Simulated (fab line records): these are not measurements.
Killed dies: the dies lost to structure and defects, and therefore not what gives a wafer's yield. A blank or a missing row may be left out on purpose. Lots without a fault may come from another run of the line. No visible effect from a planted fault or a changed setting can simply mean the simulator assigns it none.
The tool behind it: which one? ; flow sky130 ; 14 lots, 42 wafers sampled, at 4 steps of a route of 708

== WHAT EACH GAUGE READ, for each wafer ==
SKY_VT_ADJUST_PCH_OVL_MEAS_07. Usual: for VT_ADJUST_PCH_OVL the level is -0.5 nm and the standard deviation is 1.1.
lot;measured;on;VT_ADJUST_PCH_OVL (nm);flag
L722;day 10 12:29;overlay-02;-1.5 -0.2 -0.9;
L723;day 10 22:40;overlay-01;-2.1 -2.9 -0.9;
L724;day 11 00:31;overlay-01;-1.0 -0.8 -0.1;
L725;day 11 10:16;overlay-02;-2.7 -0.7 -0.9;
L727;day 12 04:22;overlay-01;0.4 -0.5 -0.6;
L728;day 12 10:34;overlay-01;-0.8 -1.2 0.2;
L729;day 12 17:07;overlay-01;0.6 0.0 -0.1;
L730;day 12 23:35;overlay-01;-1.8 0.4 1.4;
L731;day 13 05:43;overlay-02;-0.3 0.0 0.2;
L732;day 13 13:10;overlay-01;-1.5 -1.9 -2.5;
L733;day 13 21:08;overlay-01;0.3 -0.9 -0.7;
L734;day 14 06:04;overlay-01;-0.9 0.1 -1.1;
L735;day 14 12:22;overlay-01;-1.9 -1.9 -1.9;
L736;day 14 18:52;overlay-02;-1.6 -0.8 -0.9;

SKY_GATE_OXIDE_TW_MEAS_14. Usual: for GATE_OXIDE_TW the level is 224.0 and the standard deviation is 1.
lot;measured;on;GATE_OXIDE_TW;flag
L722;day 13 18:15;film_metro-02;226.8 226.0 226.1;
L723;day 14 09:34;film_metro-03;225.0 225.1 224.6;
L724;day 14 13:07;film_metro-03;224.3 224.6 225.4;
L725;day 15 16:58;film_metro-03;224.9 223.7 224.3;
L727;day 15 16:41;film_metro-03;224.5 223.9 223.7;
L728;day 16 04:04;film_metro-02;222.8 221.7 222.7;
L729;day 16 08:45;film_metro-04;224.7 222.6 224.1;
L730;day 16 16:52;film_metro-04;223.8 223.7 224.4;
L731;day 16 21:19;film_metro-04;223.4 223.2 223.9;
L732;day 17 08:12;film_metro-03;224.8 225.0 225.3;
L733;day 17 18:37;film_metro-04;327.6 325.9 326.1 325.8 325.4 325.0;OFF
L734;day 18 03:24;film_metro-03;326.1 327.4 326.9 327.2 326.4 328.0;OFF
L735;day 18 10:58;film_metro-04;325.7 326.6 325.1 327.4 327.3 327.6;OFF
L736;day 18 16:58;film_metro-04;324.8 324.3 325.1 326.4 325.3 325.9;OFF

SKY_LDD_N_OVL_MEAS_07. Usual: for LDD_N_OVL the level is -1.1 nm and the standard deviation is 1.4.
lot;measured;on;LDD_N_OVL (nm);flag
L722;day 17 13:52;overlay-01;1.8 2.2 2.2;
L723;day 18 07:47;overlay-01;-1.4 -0.9 -1.8;
L724;day 18 12:01;overlay-01;-1.3 0.1 0.2;
L725;day 19 16:55;overlay-01;-1.9 -0.8 -1.8;
L727;day 19 16:11;overlay-02;-2.7 -2.7 -0.5;
L728;day 20 06:50;overlay-01;-0.7 0.3 -2.0;
L729;day 20 12:31;overlay-02;-1.5 -2.0 -1.6;
L730;day 20 19:32;overlay-02;1.5 -0.3 1.4;
L731;day 21 03:07;overlay-01;-1.6 -3.6 -2.8;
L732;day 21 12:34;overlay-01;-2.3 -1.3 -1.5;

== WHICH TOOL RAN EACH LOT (tool, then ch and the chambers of the sampled wafers, then the start) ==
lot;SKY_GATE_OXIDE_IMPLANT_11
L722;implanter-04 ch 0, day 13 17:53
L723;implanter-04 ch 0, day 14 09:13
L724;implanter-01 ch 0, day 14 12:46
L725;implanter-01 ch 0, day 15 16:35
L727;implanter-03 ch 0, day 15 16:19
L728;implanter-04 ch 0, day 16 03:43
L729;implanter-01 ch 0, day 16 08:23
L730;implanter-01 ch 0, day 16 16:31
L731;implanter-04 ch 0, day 16 20:58
L732;implanter-04 ch 0, day 17 07:50
L733;implanter-01 ch 0, day 17 18:17
L734;implanter-03 ch 0, day 18 03:02
L735;implanter-03 ch 0, day 18 10:37
L736;implanter-04 ch 0, day 18 16:37
- SKY_GATE_OXIDE_IMPLANT_11

== AS READ BY THE TOOLS THEMSELVES (means over the sampled wafers that have a number; for cases with no such wafer, the mark the record gives instead) ==
SKY_GATE_OXIDE_IMPLANT_11. Usual: faraday_current_uA 14.68, standard deviation 0.29.
lot;tool;faraday_current_uA;flag
L722;implanter-04;14.85;
L723;implanter-04;14.88;
L724;implanter-01;14.52;
L725;implanter-01;14.82;
L727;implanter-03;14.65;
L728;implanter-04;14.80;
L729;implanter-01;14.48;
L730;implanter-01;14.58;
L731;implanter-04;14.79;
L732;implanter-04;14.71;
L733;implanter-01;14.88;
L734;implanter-03;14.65;
L735;implanter-03;15.03;
L736;implanter-04;15.02;

== THE ANSWER, worked out from the rows above alone ==
Rule: a lot counts as off when the mean over its wafers that have a number is more than 3 standard deviations away from the usual mean. Also off: a lot with no number at a reading for which 4 or more lots have one. Where the step has rows for the other lots, those lots are counted as sound. After the gauges, taken in route order, come the tools' own readings; for these a lot's mean is taken, as printed above. The first step at which some lot is off is used, and at that step the reading that is off furthest; a lot without a number counts as furthest.
Off: at SKY_GATE_OXIDE_TW_MEAS_14 (GATE_OXIDE_TW), L733, L734, L735, L736.
If a tool, at a process step before that reading, ran all the lots that are off and no sound lot after the first of them, it fits. The gauges at SKY_GATE_OXIDE_TW_MEAS_14 are tried like those tools. Of those tried, none fits.

== WHAT THE SIMULATOR HAD PUT IN ==
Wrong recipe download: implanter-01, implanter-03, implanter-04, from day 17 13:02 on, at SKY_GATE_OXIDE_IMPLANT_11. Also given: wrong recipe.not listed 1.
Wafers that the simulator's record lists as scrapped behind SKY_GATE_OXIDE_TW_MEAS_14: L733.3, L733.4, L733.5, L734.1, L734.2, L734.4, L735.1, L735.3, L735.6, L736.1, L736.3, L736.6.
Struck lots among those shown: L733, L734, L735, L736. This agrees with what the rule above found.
